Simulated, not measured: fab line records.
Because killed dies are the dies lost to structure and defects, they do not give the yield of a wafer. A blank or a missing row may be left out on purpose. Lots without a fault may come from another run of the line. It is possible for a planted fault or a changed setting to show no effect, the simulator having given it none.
Struck lot and sound lot, side by side -- flow sky130 -- 14 steps out of a route of 708
Sound: the wafers L700.3, L700.4, L700.5. Struck: wafer L711.3 (L711.2, L711.6, from the same lot, were not struck and are left out); the cause is given at the end.
At each step with rows: each side's tool, then ch and its chambers, then its first start. Under that, the readings that differ: sound wafers -- struck wafers -- difference of the means -- sigmas: that difference in standard deviations of wafers without a fault.
alike: words and numbers the same on both sides, and readings whose means are apart by under 2 such deviations; not compared: readings that were withheld, readings missing a value for some wafer, numbers with overlapping values and no deviation given by the record, and bounds like >300 which may hide the same value.
Wherever a step has rows on one side only, a row that says differs or no value, or a row with sigmas, the two part there. When numbers do not overlap yet have no deviation, they are printed without sigmas and do not part them. Lack of a reading on every wafer of one side parts them only where that side has two or more wafers.

first, 4 steps without rows for these wafers: SKY_LI_CONTACT_SOFTBAKE_08 (time 90 s); SKY_LI_CONTACT_EXPOSE_09 (exposes mask LICM1, target cd 170 nm); SKY_LI_CONTACT_PEB_10; SKY_LI_CONTACT_DEVELOP_11 (develop time 60 s).
SKY_LI_CONTACT_CD_MEAS_12: target cd 170 nm.
  sound: cd sem-02 at day 29 09:08; struck: cd sem-01 at day 33 07:24
  alike: cd nm
SKY_LI_CONTACT_OVL_MEAS_13:
  sound: overlay-01 at day 29 09:14; struck: overlay-02 at day 33 07:30
  alike: LI_CONTACT_OVL
SKY_LI_CONTACT_ETCH_14: etches BARC in N2/H2, stops on SiO2, time 45.9 s, target depth 60 nm.
  sound on rie diel-02 ch 2,3, day 29 09:16; struck on rie diel-03 ch 3, day 33 07:32
  alike: drypump motor current A, oes product au, throttle valve pct
  not compared: rf hours counter h
SKY_LI_CONTACT_ETCH_15: etches PSG in C4F8/O2/Ar, stops on Si, target depth 600 nm.
  sound on rie diel-02 ch 2,3, day 29 09:18; struck on rie diel-03 ch 3, day 33 07:35
  alike: oes product au
SKY_LI_CONTACT_STRIP_16: strips in O2/N2.
  sound on plasma asher-04 ch 0,1, day 29 09:25; struck on plasma asher-04 ch 1, day 33 07:40
  alike: drypump motor current A, oes product au, strip time to endpoint s
  not compared: rf hours counter h
then, 2 steps without rows for these wafers: SKY_LI_CONTACT_CLEAN_17 (cleans in NMP, time 600 s); SKY_LI_CONTACT_PRE_CLEAN_18 (time 5.6 s).
SKY_LI_CONTACT_SPUTTER_19: material Ti, target thk 20 nm, time 106.37 s.
  sound: pvd sputter-03 at day 29 09:41; struck: pvd sputter-03 at day 33 07:58
  alike: throttle valve pct
SKY_LI_CONTACT_SPUTTER_20: material TiN, target thk 20 nm, time 80 s.
  sound: pvd sputter-03 at day 29 09:46; struck: pvd sputter-03 at day 33 08:02
reading,sound,struck,difference,sigmas
model.TiN_of_LI_CONTACT_SPUTTER_20.thk nm (nm),19.68 19.94 19.99,21.33,+1.46,
  alike: throttle valve pct
SKY_LI_CONTACT_CVD_21: deposits W, target thk 400 nm, time 120.56 s.
  sound on cvd w-02 ch 0,1, day 29 09:52; struck on cvd w-01 ch 1, day 33 08:05
  alike: heater power w

WHERE THEY PART
Nowhere in this record.

WHY: the cause the simulator had injected
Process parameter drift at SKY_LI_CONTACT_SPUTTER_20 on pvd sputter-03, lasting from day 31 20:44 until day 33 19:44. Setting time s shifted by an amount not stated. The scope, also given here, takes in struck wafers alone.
